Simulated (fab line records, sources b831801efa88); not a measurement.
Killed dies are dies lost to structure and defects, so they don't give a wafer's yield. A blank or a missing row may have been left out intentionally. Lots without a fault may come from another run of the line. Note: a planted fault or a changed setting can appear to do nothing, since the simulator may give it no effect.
fab line records -- flow gf180mcu
record: lots: 13, wafers: 37, lastDay: 33
route steps=602 shown STI@1 MVSD@73 VT_IMPLANT@97
lots with no fault: from the same line, run without faults
startH: the number of hours between the record's first day and the start of the first shown wafer of the lot -- waitH: hours elapsed since this lot's preceding step -- " identical to the entry in the row above -- L1.1+2: a single row standing in for several wafers -- - no value present, or no start provided -- * or withheld: withheld -- < > ~ a bound
route shown NAME@n: names a module that has steps shown in the file, with the first one's number in the route -- usual: the fault-free wafers' mean and standard deviation -- same: alike in all rows -- chamber/n: place in a boat -- sites: per-site readings -- _std_site: how widely they spread, as a standard deviation -- _edge_site: outer sites' mean less inner sites' -- radiusMm: for every site, how far away it sits from the centre of the wafer -- mask NAME#n: copy n -- behind: the most recent tool/chamber to have shaped the wafer -- hold: what put the lot on hold/how long, in hours/how the hold closed -- device: which transistor (n, p or np) failed to switch -- end of line: tests run on the same wafers once the route is complete -- where a step has no rows: the recipe by itself -- killed: count of dies lost to structure and defects at first sort (not the wafer's yield) -- map: dies across one wafer; x = killed, . = not, _ = none there
set.NAME: the setting the step ran with; set.NAME@STEP: the setting that earlier step ran with -- model.NAME: the simulator's own value behind a step, which no gauge read
steps of the route over a sample of lots; a table a step, a row a wafer
services: from which hour (startH, from the record's first day; less than 0 if before it) a tool's chamber was out of use, for how many hours, and why
== steps ==
step: GF_STI_BOW_MEAS_00
recipe: mode: bow
usual: INCOMING_BOW: 0/6.3
lot.wafer,tool,chamber,startH,waitH,INCOMING_BOW[um]
L990.2,filmMetro-02,-,10.02,-,-10
L990.5,filmMetro-02,-,10.02,-,-7
L990.6,filmMetro-02,-,10.02,-,-5
L991.2,filmMetro-04,-,15.02,-,2
L991.5,filmMetro-04,-,15.02,-,8
L991.6,filmMetro-04,-,15.02,-,3
L993.1,filmMetro-04,-,25.00,-,2
L993.5,filmMetro-04,-,25.00,-,7
L993.6,filmMetro-04,-,25.00,-,-13
L995.1,filmMetro-03,-,35.00,-,-3
L995.5,filmMetro-03,-,35.00,-,6
L995.6,filmMetro-03,-,35.00,-,4
L996.2,filmMetro-02,-,40.02,-,-2
L996.3,filmMetro-02,-,40.02,-,-2
L996.5,filmMetro-02,-,40.02,-,5
L997.1,filmMetro-03,-,45.00,-,6
L997.4,filmMetro-03,-,45.00,-,6
L997.6,filmMetro-03,-,45.00,-,-2
L998.1,filmMetro-04,-,50.00,-,12
L998.2,filmMetro-04,-,50.00,-,7
L998.3,filmMetro-04,-,50.00,-,9
L999.3,filmMetro-03,-,55.04,-,0
L999.4,filmMetro-03,-,55.04,-,-2
L999.5,filmMetro-03,-,55.04,-,-5
L100.3,filmMetro-02,-,60.04,-,12
L100.4,filmMetro-02,-,60.04,-,4
L100.6,filmMetro-02,-,60.04,-,-3
L102.1,filmMetro-03,-,70.00,-,-1
L102.2,filmMetro-03,-,70.00,-,-10
L102.6,filmMetro-03,-,70.00,-,-7
L103.1,filmMetro-03,-,75.00,-,-5
L103.3,filmMetro-03,-,75.00,-,9
L103.6,filmMetro-03,-,75.00,-,1
L106.2,filmMetro-04,-,90.02,-,5
L106.5,filmMetro-04,-,90.02,-,0
L108.2,filmMetro-04,-,100.02,-,2
L108.6,filmMetro-04,-,100.02,-,1
step: GF_STI_ETCH_13
recipe: chemistry: CHF3/O2, stopOn: Si, overEtchFrac: 0.3, targetDepthA: 2823.1, sourceW: 600, biasW: 200, pressureMtorr: 40, chf3FlowSccm: 50, O2_flow_sccm: 5, timeS: 112.9
usual: drypumpMotorCurrentA: 5.7/0.36, oesProductAu: 0.835/0.0068, throttleValvePct: 8.811/0.0093
lot.wafer,tool,chamber,startH,waitH,drypumpMotorCurrentA,oesProductAu,rfHoursCounterH,throttleValvePct
L990.2,rieDiel-03,1,25.81,0.1,5.5,0.837,106,8.820
L990.5,rieDiel-03,2,25.81,0.1,5.8,0.841,-,8.820
L990.6,rieDiel-03,3,25.81,0.1,5.1,0.848,-,8.815
L991.2,rieDiel-01,2,31.96,0.1,5.6,0.828,68,8.822
L991.5,rieDiel-01,3,31.96,0.1,5.3,0.830,-,8.785
L991.6,rieDiel-01,0,31.96,0.1,6.1,0.843,-,8.813
L993.1,rieDiel-01,1,41.01,0.1,6.1,0.837,23,8.814
L993.5,rieDiel-01,1,41.01,0.1,6.1,0.830,-,8.812
L993.6,rieDiel-01,0,41.01,0.1,6.0,0.829,-,8.817
L995.1,rieDiel-01,3,51.04,0.1,5.3,0.832,144,8.824
L995.5,rieDiel-01,1,51.04,0.1,6.1,0.833,-,8.822
L995.6,rieDiel-01,0,51.04,0.1,6.0,0.830,-,8.814
L996.2,rieDiel-04,0,56.64,0.1,6.2,0.841,66,8.806
L996.3,rieDiel-04,1,56.64,0.1,5.1,0.833,147,8.837
L996.5,rieDiel-04,2,56.64,0.1,5.3,0.836,-,8.808
L997.1,rieDiel-03,1,62.50,0.1,5.4,0.835,107,8.810
L997.4,rieDiel-03,0,62.50,0.1,5.7,0.828,146,8.819
L997.6,rieDiel-03,2,62.50,0.1,5.8,0.834,-,8.808
L998.1,rieDiel-01,0,66.94,0.1,6.1,0.818,11,8.796
L998.2,rieDiel-01,3,66.94,0.1,5.3,0.820,144,8.803
L998.3,rieDiel-01,1,66.94,0.1,6.0,0.836,24,8.792
L999.3,rieDiel-03,2,71.80,0.1,5.8,0.830,9,8.803
L999.4,rieDiel-03,3,71.80,0.1,5.1,0.832,166,8.807
L999.5,rieDiel-03,0,71.80,0.1,5.7,0.831,-,8.818
L100.3,rieDiel-04,0,78.00,0.1,6.3,0.846,67,8.811
L100.4,rieDiel-04,1,78.00,0.1,5.1,0.848,147,8.802
L100.6,rieDiel-04,3,78.00,0.1,5.9,0.842,-,8.811
L102.1,rieDiel-01,2,87.54,0.1,5.6,0.840,69,8.831
L102.2,rieDiel-01,0,87.54,0.1,6.1,0.833,11,8.816
L102.6,rieDiel-01,0,87.54,0.1,6.1,0.827,-,8.803
L103.1,rieDiel-03,1,91.96,0.1,5.5,0.844,108,8.804
L103.3,rieDiel-03,0,91.96,0.1,5.7,0.842,146,8.799
L103.6,rieDiel-03,2,91.96,0.1,5.8,0.845,-,8.813
L106.2,rieDiel-01,2,107.50,0.1,5.6,0.847,70,8.825
L106.5,rieDiel-01,0,107.50,0.1,6.1,0.847,-,8.804
L108.2,rieDiel-01,3,118.64,0.1,5.3,0.835,146,8.813
L108.6,rieDiel-01,2,118.64,0.1,5.6,0.832,-,8.813
step: GF_STI_STRIP_15
recipe: chemistry: O2/N2, powerW: 1400, pressureMtorr: 1500, platenTempC: 250, o2FlowSccm: 3000, n2FlowSccm: 300, overashFraction: 0.5
usual: drypumpMotorCurrentA: 5.7/0.41, heaterPowerW: 326/23, o2FlowSccm: 3001/8.4, oesProductAu: 0.384/0.0047, stripTimeToEndpointS: 3.74/0.049
lot.wafer,tool,chamber,startH,waitH,drypumpMotorCurrentA,heaterPowerW,o2FlowSccm,oesProductAu,rfHoursCounterH,stripTimeToEndpointS
L990.2,plasmaAsher-01,1,25.97,0.0,6.3,349,2999,0.384,38,3.78
L990.5,plasmaAsher-01,0,25.97,0.0,5.3,342,3000,0.385,-,3.69
L990.6,plasmaAsher-01,1,25.97,0.0,6.3,347,3009,0.389,-,3.75
L991.2,plasmaAsher-01,1,32.12,0.0,6.3,347,3011,0.392,39,3.78
L991.5,plasmaAsher-01,1,32.12,0.0,6.3,350,2996,0.382,-,3.72
L991.6,plasmaAsher-01,0,32.12,0.0,5.3,342,3003,0.387,-,3.75
L993.1,plasmaAsher-03,1,41.17,0.0,5.4,320,2989,0.378,43,3.68
L993.5,plasmaAsher-03,1,41.17,0.0,5.3,313,3001,0.387,-,3.71
L993.6,plasmaAsher-03,0,41.17,0.0,5.3,365,2999,0.380,-,3.65
L995.1,plasmaAsher-01,1,51.19,0.0,6.3,337,3001,0.375,40,3.70
L995.5,plasmaAsher-01,1,51.19,0.0,6.3,344,3007,0.386,-,3.78
L995.6,plasmaAsher-01,0,51.19,0.0,5.3,358,3024,0.381,-,3.68
L996.2,plasmaAsher-03,1,56.79,0.0,5.4,314,3006,0.392,44,3.78
L996.3,plasmaAsher-03,0,56.79,0.0,5.3,352,2989,0.389,-,3.76
L996.5,plasmaAsher-03,1,56.79,0.0,5.4,305,3002,0.387,-,3.82
L997.1,plasmaAsher-02,1,62.66,0.0,5.7,299,2984,0.392,26,3.77
L997.4,plasmaAsher-02,0,62.66,0.0,6.2,317,2990,0.382,-,3.72
L997.6,plasmaAsher-02,1,62.66,0.0,5.7,300,3003,0.385,-,3.72
L998.1,plasmaAsher-03,0,67.09,0.0,5.3,347,2997,0.386,46,3.75
L998.2,plasmaAsher-03,1,67.09,0.0,5.4,321,3009,0.390,46,3.70
L998.3,plasmaAsher-03,0,67.09,0.0,5.3,360,3005,0.386,-,3.79
L999.3,plasmaAsher-02,0,71.99,0.1,6.2,321,3016,0.381,-,3.77
L999.4,plasmaAsher-02,1,71.99,0.1,5.7,295,2984,0.371,-,3.74
L999.5,plasmaAsher-02,0,71.99,0.1,6.2,318,3002,0.380,-,3.73
L100.3,plasmaAsher-02,1,78.19,0.1,5.7,298,2999,0.390,-,3.75
L100.4,plasmaAsher-02,0,78.19,0.1,6.3,323,3004,0.390,-,3.75
L100.6,plasmaAsher-02,1,78.19,0.1,5.7,295,2992,0.386,-,3.73
L102.1,plasmaAsher-03,0,87.69,0.0,5.3,350,2999,0.383,48,3.78
L102.2,plasmaAsher-03,1,87.69,0.0,5.4,320,3004,0.376,48,3.70
L102.6,plasmaAsher-03,1,87.69,0.0,5.4,313,2997,0.387,-,3.72
L103.1,plasmaAsher-02,0,92.12,0.0,6.2,321,3009,0.390,29,3.79
L103.3,plasmaAsher-02,1,92.12,0.0,5.7,292,2992,0.390,-,3.69
L103.6,plasmaAsher-02,1,92.12,0.0,5.8,297,3009,0.384,-,3.69
L106.2,plasmaAsher-02,1,107.66,0.0,5.7,295,3008,0.327,31,2.50
L106.5,plasmaAsher-02,1,107.66,0.0,5.7,300,3006,0.391,-,3.65
L108.2,plasmaAsher-01,0,118.79,0.0,5.3,351,3007,0.325,47,2.36
L108.6,plasmaAsher-01,0,118.79,0.0,5.3,345,3011,0.330,-,2.49
step: GF_MVSD_OVL_MEAS_07
usual: MVSD_OVL: -0.5/1.4
lot.wafer,tool,chamber,startH,waitH,MVSD_OVL[nm]
L990.2,overlay-02,-,82.14,-,-2.3
L990.5,overlay-02,-,82.14,-,0.5
L990.6,overlay-02,-,82.14,-,-2.7
L991.2,overlay-01,-,90.27,-,-1.3
L991.5,overlay-01,-,90.27,-,0.1
L991.6,overlay-01,-,90.27,-,0.2
L993.1,overlay-02,-,100.28,-,0.3
L993.5,overlay-02,-,100.28,-,2.1
L993.6,overlay-02,-,100.28,-,0.8
L995.1,overlay-01,-,111.73,-,-1.9
L995.5,overlay-01,-,111.73,-,-1.0
L995.6,overlay-01,-,111.73,-,-1.1
L996.2,overlay-01,-,117.54,-,0.1
L996.3,overlay-01,-,117.54,-,-0.9
L996.5,overlay-01,-,117.54,-,0.2
L997.1,overlay-02,-,123.18,-,0.4
L997.4,overlay-02,-,123.18,-,0.5
L997.6,overlay-02,-,123.18,-,2.8
L998.1,overlay-02,-,128.38,-,0.3
L998.2,overlay-02,-,128.38,-,1.9
L998.3,overlay-02,-,128.38,-,1.4
L999.3,overlay-02,-,134.38,-,-1.4
L999.4,overlay-02,-,134.38,-,-1.5
L999.5,overlay-02,-,134.38,-,-0.9
L100.3,overlay-02,-,140.93,-,-1.2
L100.4,overlay-02,-,140.93,-,-1.3
L100.6,overlay-02,-,140.93,-,-3.9
L102.1,overlay-01,-,152.48,-,0.9
L102.2,overlay-01,-,152.48,-,0.7
L102.6,overlay-01,-,152.48,-,0.5
L103.1,overlay-02,-,156.64,-,1.5
L103.3,overlay-02,-,156.64,-,-0.9
L103.6,overlay-02,-,156.64,-,-0.6
L106.2,overlay-02,-,175.30,-,-1.5
L106.5,overlay-02,-,175.30,-,-3.3
L108.2,overlay-02,-,192.30,-,-2.1
L108.6,overlay-02,-,192.30,-,-2.1
step: GF_VT_IMPLANT_OVL_MEAS_07
usual: VT_IMPLANT_OVL: 0.0/1.3
lot.wafer,tool,chamber,startH,waitH,VT_IMPLANT_OVL[nm]
L990.2,overlay-01,-,110.18,0.1,0.6
L990.5,overlay-01,-,110.18,0.1,1.3
L990.6,overlay-01,-,110.18,0.1,-0.1
L991.2,overlay-01,-,119.38,0.1,-0.2
L991.5,overlay-01,-,119.38,0.1,-2.5
L991.6,overlay-01,-,119.38,0.1,-1.1
L993.1,overlay-02,-,129.48,0.1,1.8
L993.5,overlay-02,-,129.48,0.1,-0.5
L993.6,overlay-02,-,129.48,0.1,-0.6
L995.1,overlay-02,-,141.68,0.1,0.5
L995.5,overlay-02,-,141.68,0.1,0.3
L995.6,overlay-02,-,141.68,0.1,0.3
L996.2,overlay-01,-,148.65,0.1,-0.1
L996.3,overlay-01,-,148.65,0.1,-0.5
L996.5,overlay-01,-,148.65,0.1,-2.3
L997.1,overlay-02,-,153.88,0.1,0.2
L997.4,overlay-02,-,153.88,0.1,-0.2
L997.6,overlay-02,-,153.88,0.1,-1.5
L998.1,overlay-02,-,160.07,0.1,0.4
L998.2,overlay-02,-,160.07,0.1,0.8
L998.3,overlay-02,-,160.07,0.1,2.1
L999.3,overlay-01,-,166.48,0.1,-1.4
L999.4,overlay-01,-,166.48,0.1,-2.1
L999.5,overlay-01,-,166.48,0.1,-2.0
L100.3,overlay-01,-,173.94,0.1,0.5
L100.4,overlay-01,-,173.94,0.1,-1.7
L100.6,overlay-01,-,173.94,0.1,1.1
L102.1,overlay-02,-,186.32,0.1,1.1
L102.2,overlay-02,-,186.32,0.1,0.9
L102.6,overlay-02,-,186.32,0.1,0.0
L103.1,overlay-02,-,190.39,0.1,1.0
L103.3,overlay-02,-,190.39,0.1,-0.4
L103.6,overlay-02,-,190.39,0.1,0.1
L106.2,overlay-01,-,210.55,0.1,0.1
L106.5,overlay-01,-,210.55,0.1,1.0
L108.2,overlay-01,-,228.93,0.1,1.5
L108.6,overlay-01,-,228.93,0.1,-0.2
== services ==
tool,chamber,startH,hours,kind
rieDiel-01,1,4.28,1.3,repair
rieDiel-04,3,12.16,9.5,repair
rieDiel-04,-,30.15,2.8,pm
plasmaAsher-01,-,43.69,2.7,repair
plasmaAsher-03,-,46.38,1.8,repair
plasmaAsher-01,-,54.06,0.7,repair
rieDiel-04,2,60.48,9.3,repair
rieDiel-03,-,63.53,4.3,pm
plasmaAsher-01,-,64.75,2.8,pm
rieDiel-01,3,67.79,4.8,repair
plasmaAsher-03,-,71.71,2.8,pm
rieDiel-01,2,72.51,2.9,repair
rieDiel-04,2,99.81,-,clean
rieDiel-04,2,99.81,18.0,scheduledDown
rieDiel-04,2,99.81,18.0,ventCycle
rieDiel-03,3,100.68,-,clean
rieDiel-03,3,100.68,19.3,scheduledDown
rieDiel-03,3,100.68,19.3,ventCycle
plasmaAsher-01,-,102.89,5.2,repair
rieDiel-04,3,114.77,8.6,repair
== key ==
firstSign: step: GF_STI_STRIP_15, reading: stripTimeToEndpointS, direction: down, sigmas: 27, usual: *, struck: *
effect: step: GF_STI_STRIP_15, reading: oesProductAu, direction: down, sigmas: 12, usual: 0.384, struck: 0.328
metAt GF_STI_ETCH_13
struckLots L106,L108
struckWafers L106.2,L108.2,L108.6
testerLeftOut L106,L108
notActingAt GF_STI_BOW_MEAS_00,GF_MVSD_OVL_MEAS_07,GF_VT_IMPLANT_OVL_MEAS_07
onsetBetween 87.54 107.50
fault: kind: processParameterDrift, tool: rieDiel-01, chamber: -, onsetH: 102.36, steps: GF_STI_ETCH_13, channel: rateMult, offset: 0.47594, shape: step, endH: 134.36, scope: struckWafersOnly
testerLeftOut: of these lots the tester's yield and bins aren't shown, on N5 and GAA mostly nor the transistor test; their killed dies are dies lost to structure and defects alone, not to doping, threshold or leakage, so they don't give the yield
